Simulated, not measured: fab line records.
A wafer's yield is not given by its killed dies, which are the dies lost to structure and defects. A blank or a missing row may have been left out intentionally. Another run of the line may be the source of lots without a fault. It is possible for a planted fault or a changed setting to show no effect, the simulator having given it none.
Which tool is to blame?    flow sky130    36 wafers from 12 lots sampled at 5 of the route's 708 steps

WHAT THE GAUGES SHOWED, per wafer
SKY_VIA1_THK_MEAS_23: measures by xrf.
lot   measured      on            VIA1_W_THK (nm)
L075  day 33 15:49  filmMetro-01  266 266 270
L077  day 34 11:22  filmMetro-04  267 270 266
L079  day 35 13:28  filmMetro-02  268 268 269
L081  day 35 22:24  filmMetro-04  268 266 267
L083  day 36 15:28  filmMetro-04  269 267 271
L086  day 37 12:54  filmMetro-01  273 275 278
L087  day 37 23:23  filmMetro-01  270 277 273
L089  day 38 12:30  filmMetro-02  274 272 268
L091  day 39 02:48  filmMetro-04  270 268 271
L093  day 41 09:55  filmMetro-02  272 267 272
L094  day 41 12:22  filmMetro-02  276 274 279
L095  day 41 15:23  filmMetro-04  271 271 274

WHICH TOOL RAN EACH LOT (tool, then ch and the chambers of the sampled wafers, then the start)
lot   SKY_LI_CONTACT_ETCH_14             SKY_METAL1_SPUTTER_00        SKY_METAL1_METAL_ETCH_19          SKY_VIA1_STRIP_16
L075  rieDiel-02 ch 0,2,3, day 28 17:08  pvdSputter-02, day 31 06:32  rieMetal-04 ch 0,1, day 32 10:40  plasmaAsher-02 ch 0,1, day 33 14:56
L077  rieDiel-04 ch 2,3, day 29 15:50    pvdSputter-02, day 32 03:11  rieMetal-02 ch 0,1, day 33 07:40  plasmaAsher-02 ch 0,1, day 34 10:25
L079  rieDiel-02 ch 1,2, day 30 18:23    pvdSputter-03, day 33 05:02  rieMetal-03 ch 0, day 34 08:32    plasmaAsher-03 ch 1, day 35 12:32
L081  rieDiel-02 ch 2,3, day 31 04:11    pvdSputter-01, day 33 14:22  rieMetal-03 ch 0, day 34 17:38    plasmaAsher-02 ch 0,1, day 35 21:22
L083  rieDiel-02 ch 0,1,2, day 31 20:16  pvdSputter-01, day 34 06:35  rieMetal-02 ch 0,1, day 35 09:56  plasmaAsher-03 ch 1, day 36 14:31
L086  rieDiel-02 ch 0,3, day 32 19:08    pvdSputter-02, day 35 04:35  rieMetal-04 ch 0,1, day 36 08:17  plasmaAsher-03 ch 0,1, day 37 12:01
L087  rieDiel-02 ch 0,1,2, day 33 07:42  pvdSputter-02, day 35 17:23  rieMetal-04 ch 0,1, day 36 20:17  plasmaAsher-02 ch 0,1, day 37 22:31
L089  rieDiel-04 ch 0,1,3, day 33 22:14  pvdSputter-03, day 36 07:04  rieMetal-02 ch 0, day 37 09:34    plasmaAsher-02 ch 0,1, day 38 11:37
L091  rieDiel-02 ch 2,3, day 34 10:17    pvdSputter-03, day 36 20:14  rieMetal-03 ch 0,1, day 37 21:49  plasmaAsher-02 ch 1, day 39 01:56
L093  rieDiel-03 ch 0,3, day 36 21:10    pvdSputter-02, day 39 04:49  rieMetal-02 ch 0,1, day 40 07:09  plasmaAsher-02 ch 0, day 41 09:01
L094  rieDiel-03 ch 1,2,3, day 37 00:20  pvdSputter-01, day 39 07:28  rieMetal-04 ch 0,1, day 40 09:19  plasmaAsher-02 ch 0,1, day 41 11:29
L095  rieDiel-04 ch 0,1,3, day 37 04:49  pvdSputter-01, day 39 11:00  rieMetal-02 ch 1, day 40 12:26    plasmaAsher-02 ch 0,1, day 41 14:31
- SKY_LI_CONTACT_ETCH_14: etches BARC in N2/H2, stops on SiO2, time 45.9 s, target depth 60 nm.
- SKY_METAL1_SPUTTER_00: material Ti, target thk 15 nm, time 10 s.
- SKY_METAL1_METAL_ETCH_19: etches the open film in Cl2/BCl3, stops on SiO2, target depth 360 nm, time 78 s.
- SKY_VIA1_STRIP_16: strips in O2/N2.

THE ANSWER, worked out from the rows above alone
Rule: what is usual is taken from the lots themselves. The widest of any qualifying gaps counts: lots, ordered by their means at a reading, are off when they make up no more than a third of the lots, leave a main group of 4 or more, and stand apart from it by 3 or more times the standard deviation of that group's means. If all means in a main group match to the digits the tables above print for the reading, that group is not used. Also off: a lot with no number at a reading for which 4 or more lots have one. Any other lot the step has rows for is counted as sound.
None of the lots is off at any reading shown; this tells nothing.

WHAT THE SIMULATOR HAD PUT IN
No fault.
